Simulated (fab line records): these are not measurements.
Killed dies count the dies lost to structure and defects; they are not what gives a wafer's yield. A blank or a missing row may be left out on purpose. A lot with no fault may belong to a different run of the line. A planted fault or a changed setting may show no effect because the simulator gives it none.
Which tool was responsible?    flow gf180mcu    14 lots, 42 wafers sampled, at 3 steps of a route of 602

WHAT THE GAUGES READ, wafer by wafer
GF_STI_THK_MEAS_02. Usual: STI_OXIDATION_THK 10.02 nm, standard deviation 0.21.
lot   measured     on             STI_OXIDATION_THK (nm)  flag
L271  day 1 11:53  film-metro-01  10.46 10.53 10.57       
L272  day 1 22:58  film-metro-03  9.88 9.92 10.06         
L273  day 1 22:58  film-metro-01  10.22 10.32 10.27       
L274  day 2 05:53  film-metro-04  10.04 10.25 10.16       
L275  day 2 13:27  film-metro-04  10.09 10.21 10.20       
L276  day 2 13:27  film-metro-03  10.00 10.14 10.06       
L277  day 2 21:48  film-metro-03  10.10 9.94 9.74         
L279  day 3 03:32  film-metro-04  10.27 10.18 10.27       
L280  day 3 08:54  film-metro-04  10.08 10.32 9.97        
L283  day 3 23:31  film-metro-04  9.95 10.29 10.19        
L286  day 4 14:31  film-metro-03  9.74 9.75 9.81          
L291  day 5 15:31  film-metro-03  9.72 9.66 9.89          
L292  day 5 20:31  film-metro-03  9.97 9.98 9.85          
L293  day 6 01:41  film-metro-03  9.76 9.78 9.79          

GF_NWELL_TW_MEAS_11. Usual: NWELL_TW 1573, standard deviation 22.
lot   measured     on             NWELL_TW        flag
L271  day 3 17:11  film-metro-02  1582 1593 1586  
L272  day 4 01:55  film-metro-01  1574 1586 1571  
L273  day 4 01:31  film-metro-04  1548 1550 1566  
L274  day 4 04:28  film-metro-04  1554 1550 1550  
L275  day 4 10:04  film-metro-01  1580 1566 1572  
L276  day 4 10:34  film-metro-04  1548 1555 1555  
L277  day 5 00:20  film-metro-02  1597 1590 1590  
L279  day 5 01:35  film-metro-04  1545 1536 1542  
L280  day 5 09:17  film-metro-02  1595 1599 1593  
L283  day 6 00:28  film-metro-01  1571 1569 1574  
L286  day 6 18:27  film-metro-02  1602 1601 1602  
L291  day 7 21:59  film-metro-01  1569 1580 1586  
L292  day 8 02:30  film-metro-02  1600 1584 1589  
L293  day 8 07:58  film-metro-04  1538 1547 1546  

WHAT TOOL EACH LOT RAN ON (gives the tool, then ch and the chambers of the sampled wafers, and finally the start)
lot   GF_STI_WET_ETCH_28
L271  wet-bench-04 ch 3, day 2 07:35
L272  wet-bench-03 ch 3, day 2 20:43
L273  wet-bench-03 ch 2, day 2 20:21
L274  wet-bench-04 ch 3, day 3 00:02
L275  wet-bench-03 ch 2, day 3 05:07
L276  wet-bench-04 ch 1, day 3 05:44
L277  wet-bench-03 ch 0, day 3 18:16
L279  wet-bench-04 ch 0, day 3 22:02
L280  wet-bench-03 ch 0, day 4 03:13
L283  wet-bench-01 ch 2, day 4 18:11
L286  wet-bench-01 ch 2, day 5 11:40
L291  wet-bench-03 ch 1, day 6 11:50
L292  wet-bench-03 ch 3, day 6 17:18
L293  wet-bench-04 ch 3, day 6 22:10
- GF_STI_WET_ETCH_28: etches SiO2 in dHF, target depth 20 nm, time 40 s.

AS READ BY THE TOOLS THEMSELVES (means over the sampled wafers that have a number; for cases with no such wafer, the mark the record gives instead)
GF_STI_WET_ETCH_28. Usual: run-length-s at 67.8 s, with a standard deviation of 2.9.
lot   tool          run-length-s (s)  flag
L271  wet-bench-04  65.6              
L272  wet-bench-03  66.8              
L273  wet-bench-03  66.6              
L274  wet-bench-04  71.7              
L275  wet-bench-03  66.5              
L276  wet-bench-04  71.0              
L277  wet-bench-03  72.0              
L279  wet-bench-04  64.9              
L280  wet-bench-03  65.1              
L283  wet-bench-01  71.2              
L286  wet-bench-01  66.8              
L291  wet-bench-03  33.7              OFF
L292  wet-bench-03  33.2              OFF
L293  wet-bench-04  66.1              

THE ANSWER, worked out from the rows above alone
Rule: a lot counts as off when the mean over its wafers that have a number is more than 3 standard deviations away from the usual mean. Also off: a lot with no number at a reading for which 4 or more lots have one. Where the step has rows for the other lots, those lots are counted as sound. First the gauges in route order, then the tools' own readings, where a lot's mean is used as printed above. At the first step where some lot is off, the reading lying furthest off is the one used; lots without a number count as furthest.
Off: L291, L292, at GF_STI_WET_ETCH_28 (run-length-s).
If a tool, at that step or one of the process steps before it, ran each lot that is off and ran no sound lot following the first of them, it fits. One fits: wet-bench-03 at GF_STI_WET_ETCH_28. Its last sound lot is L280 (day 4 03:13), its first lot that is off L291 (day 6 11:50): a fault that began between those two fits.
The tool's own readings at GF_STI_WET_ETCH_28 bear it out: on the lots that are off they differ by more than 5 times the standard deviation of the sound lots' means. run-length-s reads 33.5 s there against 67.9 s on the sound lots.

WHAT HAD BEEN PUT IN BY THE SIMULATOR
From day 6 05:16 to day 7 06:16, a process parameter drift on wet-bench-03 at GF_STI_WET_ETCH_28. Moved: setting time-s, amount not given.
Shown lots that were struck: L291, L292. This agrees with what the rule above found.
